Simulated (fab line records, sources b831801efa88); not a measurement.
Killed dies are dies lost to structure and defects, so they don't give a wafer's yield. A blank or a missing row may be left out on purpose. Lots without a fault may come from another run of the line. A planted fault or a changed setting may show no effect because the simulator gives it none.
Problem report in the 8D (eight disciplines) form, filled by code | flow gf180mcu | the parts of the form that need people (team, actions taken, sign-off) are left out

1. THE PROBLEM
TOP_METAL_ALCU_RS at GF_TOP_METAL_RS_MEAS_05 reads a mean of 0.0393 ohm/sq on 6 wafers of 2 lots; wafers without a fault read 0.0330 ohm/sq with a standard deviation of 0.00033. That is +19 standard deviations from the usual mean.
The step: measures by four-point-probe.
First seen on wafer L904.1, day 32 21:06, on film_metro-03. The record holds 36 wafers of 12 lots with a number at this step. Rule for "out", or "out of limits": more than 4 standard deviations from the usual mean. The other wafers with a number count as sound.

2. WHAT IT IS AND WHAT IT IS NOT
question                    | is                           | is not
which readings at this step | TOP_METAL_ALCU_RS            | -
which lots                  | L904, L906                   | L886, L887, L888, L890, L891, L894, L896, L897, L898, L907
which wafers of those lots  | all that have a number       | -
read on which gauges        | film_metro-03, film_metro-04 | -
when                        | from day 32 21:06            | up to then (27 sound wafers); but 3 sound wafers of L907 came after

3. SUSPECTS, AND WHAT RULES EACH OUT
Counting: a tool at a process step up to the reading stays a suspect if it ran every lot that is out and no sound lot after the first of them.
- the gauge at GF_TOP_METAL_RS_MEAS_05: ruled out. The wafers that are out were read on 2 gauges (film_metro-03, film_metro-04).
- pvd_sputter-02 at GF_TOP_METAL_SPUTTER_02 (material AlCu, target thk 900 nm, time 47.82 s): kept. It ran every lot that is out, first L904 (day 32 21:01), and no sound lot after that; its last sound lot up to then is L896 (day 30 20:50). Its own readings are out on those wafers: cathode_dc_power_W.
Left after counting: pvd_sputter-02 at GF_TOP_METAL_SPUTTER_02.

4. THE CAUSE (what the simulator had put in)
Process parameter drift: pvd_sputter-02, from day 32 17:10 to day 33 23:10, at GF_TOP_METAL_SPUTTER_02. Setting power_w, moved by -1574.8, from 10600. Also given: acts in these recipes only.
Counting left only this tool.

5. THE CHAIN OF EFFECTS, in route order
Each row: a reading whose mean over the struck wafers that have a number lies more than 3 standard deviations from the usual. Only readings for which the record gives a usual standard deviation are gone through. hours: the time from each lot's start at the first step in this table that gives one to its start at this step, as a median over the lots. sigmas: the change in usual standard deviations.
hours | step                     | reading            | usual         | on struck wafers | change  | sigmas
0     | GF_TOP_METAL_SPUTTER_02  | cathode_dc_power_W | 10600 W       | 9026             | -1574   | -99 or more
0     | GF_TOP_METAL_RS_MEAS_05  | TOP_METAL_ALCU_RS  | 0.0330 ohm/sq | 0.0393           | +0.0063 | +19
2     | GF_TOP_METAL_THK_MEAS_06 | TOP_METAL_ALCU_THK | 881 nm        | 740              | -141    | -14
The process steps in it:
- GF_TOP_METAL_SPUTTER_02: material AlCu, target thk 900 nm, time 47.82 s.

6. WHAT WOULD HAVE CAUGHT IT SOONER
In this record the first reading out of limits at a measuring or inspecting step was taken at day 32 21:06, 4 hours after the fault began at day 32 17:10.
The tool's own readings at GF_TOP_METAL_SPUTTER_02 were out on every struck wafer that the step has a row for (cathode_dc_power_W): an alarm limit on them would have fired on the first of those.
Of the lots that are out (2), L906 began GF_TOP_METAL_SPUTTER_02 on pvd_sputter-02 after day 32 21:06. A hold on the tool at that time would have spared it.
